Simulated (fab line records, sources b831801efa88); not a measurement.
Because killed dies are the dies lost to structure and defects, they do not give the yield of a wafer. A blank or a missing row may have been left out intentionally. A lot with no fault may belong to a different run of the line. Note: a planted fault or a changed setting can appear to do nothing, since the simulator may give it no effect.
Which tool did it? || flow sky130 || 15 lots with 45 wafers sampled at 2 steps, on a route of 708 steps

## WHAT EACH GAUGE READ, for each wafer
The record lacks any reading of a measuring or inspecting step that a usual standard deviation could be used to judge.

## EACH LOT AND THE TOOL THAT RAN IT (in order: tool; ch and the chambers of the sampled wafers; start)
{"lot": "L388", "SKY_VIA3_SOFTBAKE_08": "litho_track-03 ch 0, day 39 09:00", "SKY_PAD_OPEN_PROBE_99": "prober-02, day 46 01:26"}
{"lot": "L389", "SKY_VIA3_SOFTBAKE_08": "litho_track-03 ch 0, day 39 23:00", "SKY_PAD_OPEN_PROBE_99": "prober-01, day 46 13:24"}
{"lot": "L390", "SKY_VIA3_SOFTBAKE_08": "litho_track-01 ch 0, day 39 23:00", "SKY_PAD_OPEN_PROBE_99": "prober-02, day 46 13:43"}
{"lot": "L391", "SKY_VIA3_SOFTBAKE_08": "litho_track-02 ch 0, day 40 02:00", "SKY_PAD_OPEN_PROBE_99": "prober-01, day 46 15:35"}
{"lot": "L392", "SKY_VIA3_SOFTBAKE_08": "litho_track-02 ch 0, day 40 10:00", "SKY_PAD_OPEN_PROBE_99": "prober-02, day 46 22:01"}
{"lot": "L394", "SKY_VIA3_SOFTBAKE_08": "litho_track-03 ch 0, day 41 06:00", "SKY_PAD_OPEN_PROBE_99": "prober-02, day 47 15:59"}
{"lot": "L396", "SKY_VIA3_SOFTBAKE_08": "litho_track-02 ch 0, day 41 12:00", "SKY_PAD_OPEN_PROBE_99": "prober-02, day 47 20:52"}
{"lot": "L397", "SKY_VIA3_SOFTBAKE_08": "litho_track-02 ch 0, day 41 21:00", "SKY_PAD_OPEN_PROBE_99": "prober-01, day 48 03:30"}
{"lot": "L400", "SKY_VIA3_SOFTBAKE_08": "litho_track-02 ch 0, day 42 21:00", "SKY_PAD_OPEN_PROBE_99": "prober-02, day 48 21:25"}
{"lot": "L401", "SKY_VIA3_SOFTBAKE_08": "litho_track-02 ch 0, day 43 01:00", "SKY_PAD_OPEN_PROBE_99": "prober-01, day 48 23:56"}
{"lot": "L402", "SKY_VIA3_SOFTBAKE_08": "litho_track-02 ch 0, day 43 04:00", "SKY_PAD_OPEN_PROBE_99": "prober-02, day 49 03:12"}
{"lot": "L403", "SKY_VIA3_SOFTBAKE_08": "litho_track-01 ch 0, day 43 11:00", "SKY_PAD_OPEN_PROBE_99": "prober-01, day 49 09:20"}
{"lot": "L408", "SKY_VIA3_SOFTBAKE_08": "litho_track-01 ch 0, day 44 19:00", "SKY_PAD_OPEN_PROBE_99": "prober-02, day 50 09:04"}
{"lot": "L410", "SKY_VIA3_SOFTBAKE_08": "litho_track-01 ch 0, day 45 12:00", "SKY_PAD_OPEN_PROBE_99": "prober-02, day 50 22:19"}
{"lot": "L411", "SKY_VIA3_SOFTBAKE_08": "litho_track-03 ch 0, day 45 14:00", "SKY_PAD_OPEN_PROBE_99": "prober-01, day 50 23:40"}
- SKY_VIA3_SOFTBAKE_08: time 90 s.
- SKY_PAD_OPEN_PROBE_99

## WHAT THE TOOLS THEMSELVES READ (means of the sampled wafers that have a number; where no wafer has one, the mark that the record gives instead)
SKY_VIA3_SOFTBAKE_08.
{"lot": "L388", "tool": "litho_track-03", "heater_power_total_W (W)": 57.40, "run_length_s (s)": 118.75}
{"lot": "L389", "tool": "litho_track-03", "heater_power_total_W (W)": 57.43, "run_length_s (s)": 118.75}
{"lot": "L390", "tool": "litho_track-01", "heater_power_total_W (W)": 57.40, "run_length_s (s)": 118.91}
{"lot": "L391", "tool": "litho_track-02", "heater_power_total_W (W)": 57.38, "run_length_s (s)": 119.24}
{"lot": "L392", "tool": "litho_track-02", "heater_power_total_W (W)": 57.36, "run_length_s (s)": 119.29}
{"lot": "L394", "tool": "litho_track-03", "heater_power_total_W (W)": 57.33, "run_length_s (s)": 118.70}
{"lot": "L396", "tool": "litho_track-02", "heater_power_total_W (W)": 57.33, "run_length_s (s)": 119.28}
{"lot": "L397", "tool": "litho_track-02", "heater_power_total_W (W)": 57.48, "run_length_s (s)": 119.29}
{"lot": "L400", "tool": "litho_track-02", "heater_power_total_W (W)": 58.43, "run_length_s (s)": 114.38}
{"lot": "L401", "tool": "litho_track-02", "heater_power_total_W (W)": 58.31, "run_length_s (s)": 114.44}
{"lot": "L402", "tool": "litho_track-02", "heater_power_total_W (W)": 58.42, "run_length_s (s)": 114.40}
{"lot": "L403", "tool": "litho_track-01", "heater_power_total_W (W)": 57.44, "run_length_s (s)": 118.96}
{"lot": "L408", "tool": "litho_track-01", "heater_power_total_W (W)": 57.31, "run_length_s (s)": 118.99}
{"lot": "L410", "tool": "litho_track-01", "heater_power_total_W (W)": 57.38, "run_length_s (s)": 118.90}
{"lot": "L411", "tool": "litho_track-03", "heater_power_total_W (W)": 57.32, "run_length_s (s)": 118.66}

SKY_PAD_OPEN_PROBE_99.
{"lot": "L388", "tool": "prober-02", "defect_limited_yield (%)": 80.6, "killed_at_M0_to_M3": 53, "killed_at_M4_up": 2.7, "killed_at_contacts": 21, "killed_at_front_end": 19, "killed_at_other": 0.7, "killed_dies": 95, "killed_on_rim": 17, "killed_open": 57, "killed_short": 39, "sort_bin_3_pad_short (%)": 1.1, "sort_bin_5_function (%)": 11.3, "sort_bin_6_memory (%)": 7.0, "sort_n_pass": 397, "sort_yield_pct (%)": 80.6}
{"lot": "L389", "tool": "prober-01", "defect_limited_yield (%)": 85.1, "killed_at_M0_to_M3": 32, "killed_at_M4_up": 4.7, "killed_at_contacts": 22, "killed_at_front_end": 15, "killed_at_other": 0.7, "killed_dies": 73, "killed_on_rim": 16, "killed_open": 39, "killed_short": 34, "sort_bin_3_pad_short (%)": 1.1, "sort_bin_5_function (%)": 7.8, "sort_bin_6_memory (%)": 6.0, "sort_n_pass": 419, "sort_yield_pct (%)": 85.1}
{"lot": "L390", "tool": "prober-02", "defect_limited_yield (%)": 81.3, "killed_at_M0_to_M3": 43, "killed_at_M4_up": 5.0, "killed_at_contacts": 26, "killed_at_front_end": 17, "killed_at_other": 0.3, "killed_dies": 92, "killed_on_rim": 20, "killed_open": 47, "killed_short": 45, "sort_bin_3_pad_short (%)": 1.0, "sort_bin_5_function (%)": 10.6, "sort_bin_6_memory (%)": 7.1, "sort_n_pass": 400, "sort_yield_pct (%)": 81.3}
{"lot": "L391", "tool": "prober-01", "defect_limited_yield (%)": 84.6, "killed_at_M0_to_M3": 38, "killed_at_M4_up": 3.7, "killed_at_contacts": 22, "killed_at_front_end": 12, "killed_at_other": 0.3, "killed_dies": 76, "killed_on_rim": 13, "killed_open": 40, "killed_short": 36, "sort_bin_3_pad_short (%)": 0.6, "sort_bin_5_function (%)": 9.6, "sort_bin_6_memory (%)": 5.2, "sort_n_pass": 416, "sort_yield_pct (%)": 84.6}
{"lot": "L392", "tool": "prober-02", "defect_limited_yield (%)": 83.0, "killed_at_M0_to_M3": 38, "killed_at_M4_up": 3.7, "killed_at_contacts": 28, "killed_at_front_end": 13, "killed_at_other": 0.7, "killed_dies": 83, "killed_on_rim": 14, "killed_open": 47, "killed_short": 37, "sort_bin_3_pad_short (%)": 0.7, "sort_bin_5_function (%)": 9.4, "sort_bin_6_memory (%)": 6.8, "sort_n_pass": 409, "sort_yield_pct (%)": 83.0}
{"lot": "L394", "tool": "prober-02", "defect_limited_yield (%)": 82.9, "killed_at_M0_to_M3": 41, "killed_at_M4_up": 3.0, "killed_at_contacts": 25, "killed_at_front_end": 15, "killed_at_other": 0.3, "killed_dies": 84, "killed_on_rim": 18, "killed_open": 42, "killed_short": 41, "sort_bin_3_pad_short (%)": 0.7, "sort_bin_5_function (%)": 10.9, "sort_bin_6_memory (%)": 5.6, "sort_n_pass": 408, "sort_yield_pct (%)": 82.9}
{"lot": "L396", "tool": "prober-02", "defect_limited_yield (%)": 83.2, "killed_at_M0_to_M3": 45, "killed_at_M4_up": 3.0, "killed_at_contacts": 23, "killed_at_front_end": 11, "killed_at_other": 0.3, "killed_dies": 83, "killed_on_rim": 18, "killed_open": 45, "killed_short": 38, "sort_bin_3_pad_short (%)": 0.7, "sort_bin_5_function (%)": 10.0, "sort_bin_6_memory (%)": 6.0, "sort_n_pass": 409, "sort_yield_pct (%)": 83.2}
{"lot": "L397", "tool": "prober-01", "defect_limited_yield (%)": 81.6, "killed_at_M0_to_M3": 43, "killed_at_M4_up": 4.0, "killed_at_contacts": 27, "killed_at_front_end": 17, "killed_at_other": 0.0, "killed_dies": 90, "killed_on_rim": 16, "killed_open": 48, "killed_short": 43, "sort_bin_3_pad_short (%)": 0.7, "sort_bin_5_function (%)": 10.7, "sort_bin_6_memory (%)": 7.0, "sort_n_pass": 402, "sort_yield_pct (%)": 81.6}
{"lot": "L400", "tool": "prober-02", "defect_limited_yield (%)": 83.1, "killed_at_M0_to_M3": 43, "killed_at_M4_up": 4.3, "killed_at_contacts": 21, "killed_at_front_end": 15, "killed_at_other": 0.0, "killed_dies": 83, "killed_on_rim": 15, "killed_open": 45, "killed_short": 38, "sort_bin_3_pad_short (%)": 0.5, "sort_bin_5_function (%)": 10.0, "sort_bin_6_memory (%)": 6.4, "sort_n_pass": 409, "sort_yield_pct (%)": 83.1}
{"lot": "L401", "tool": "prober-01", "defect_limited_yield (%)": 82.6, "killed_at_M0_to_M3": 40, "killed_at_M4_up": 2.3, "killed_at_contacts": 24, "killed_at_front_end": 17, "killed_at_other": 1.3, "killed_dies": 85, "killed_on_rim": 15, "killed_open": 45, "killed_short": 39, "sort_bin_3_pad_short (%)": 0.9, "sort_bin_5_function (%)": 9.9, "sort_bin_6_memory (%)": 6.5, "sort_n_pass": 407, "sort_yield_pct (%)": 82.6}
{"lot": "L402", "tool": "prober-02", "defect_limited_yield (%)": 80.8, "killed_at_M0_to_M3": 47, "killed_at_M4_up": 4.3, "killed_at_contacts": 24, "killed_at_front_end": 19, "killed_at_other": 0.7, "killed_dies": 95, "killed_on_rim": 19, "killed_open": 51, "killed_short": 43, "sort_bin_3_pad_short (%)": 0.5, "sort_bin_5_function (%)": 12.1, "sort_bin_6_memory (%)": 6.6, "sort_n_pass": 397, "sort_yield_pct (%)": 80.8}
{"lot": "L403", "tool": "prober-01", "defect_limited_yield (%)": 82.7, "killed_at_M0_to_M3": 48, "killed_at_M4_up": 2.7, "killed_at_contacts": 22, "killed_at_front_end": 12, "killed_at_other": 0.0, "killed_dies": 85, "killed_on_rim": 14, "killed_open": 50, "killed_short": 35, "sort_bin_3_pad_short (%)": 0.7, "sort_bin_5_function (%)": 10.2, "sort_bin_6_memory (%)": 6.5, "sort_n_pass": 407, "sort_yield_pct (%)": 82.7}
{"lot": "L408", "tool": "prober-02", "defect_limited_yield (%)": 84.1, "killed_at_M0_to_M3": 39, "killed_at_M4_up": 1.7, "killed_at_contacts": 22, "killed_at_front_end": 15, "killed_at_other": 0.3, "killed_dies": 78, "killed_on_rim": 12, "killed_open": 47, "killed_short": 31, "sort_bin_3_pad_short (%)": 0.6, "sort_bin_5_function (%)": 9.5, "sort_bin_6_memory (%)": 5.8, "sort_n_pass": 414, "sort_yield_pct (%)": 84.1}
{"lot": "L410", "tool": "prober-02", "defect_limited_yield (%)": 81.1, "killed_at_M0_to_M3": 48, "killed_at_M4_up": 3.7, "killed_at_contacts": 24, "killed_at_front_end": 16, "killed_at_other": 0.3, "killed_dies": 93, "killed_on_rim": 19, "killed_open": 48, "killed_short": 44, "sort_bin_3_pad_short (%)": 1.1, "sort_bin_5_function (%)": 11.3, "sort_bin_6_memory (%)": 6.5, "sort_n_pass": 399, "sort_yield_pct (%)": 81.1}
{"lot": "L411", "tool": "prober-01", "defect_limited_yield (%)": 82.8, "killed_at_M0_to_M3": 42, "killed_at_M4_up": 3.0, "killed_at_contacts": 26, "killed_at_front_end": 13, "killed_at_other": 0.3, "killed_dies": 85, "killed_on_rim": 19, "killed_open": 48, "killed_short": 36, "sort_bin_3_pad_short (%)": 1.1, "sort_bin_5_function (%)": 10.3, "sort_bin_6_memory (%)": 5.8, "sort_n_pass": 407, "sort_yield_pct (%)": 82.8}

## THE ANSWER, worked out from the rows above alone
Rule: usual is defined by the lots themselves. The widest of any qualifying gaps counts: lots, ordered by their means at a reading, are off when they make up no more than a third of the lots, leave a main group of 4 or more, and stand apart from it by 3 or more times the standard deviation of that group's means. A main group whose means are all the same, to the digits that the tables above print for the reading, isn't used. A lot without any number at a reading at which 4 lots or more have one is off too. All remaining lots with rows at the step are treated as sound. The gauges are gone through in route order, then the tools' own readings, and for those a lot's mean is taken as printed above. At the first step where some lot is off, the reading lying furthest off is the one used; lots without a number count as furthest.
Off: L400, L401, L402, at SKY_VIA3_SOFTBAKE_08 (run_length_s). The main group: mean 118.98 s, standard deviation 0.23.
If a tool, at that step or one of the process steps before it, ran each lot that is off and ran no sound lot following the first of them, it fits. One fits: litho_track-02 at SKY_VIA3_SOFTBAKE_08. Its last sound lot is L397 (day 41 21:00), its first lot that is off L400 (day 42 21:00): a fault that began between those two fits.
The tool's own readings at SKY_VIA3_SOFTBAKE_08 bear it out: on the lots that are off they differ by more than 5 times the standard deviation of the sound lots' means. heater_power_total_W reads 58.39 W there against 57.38 W on the sound lots; run_length_s reads 114.41 s there against 118.98 s on the sound lots.

## WHAT THE SIMULATOR HAD PUT IN
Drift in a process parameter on litho_track-02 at SKY_VIA3_SOFTBAKE_08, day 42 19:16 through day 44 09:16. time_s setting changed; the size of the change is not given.
Shown lots that were struck: L400, L401, L402. This agrees with what the rule above found.
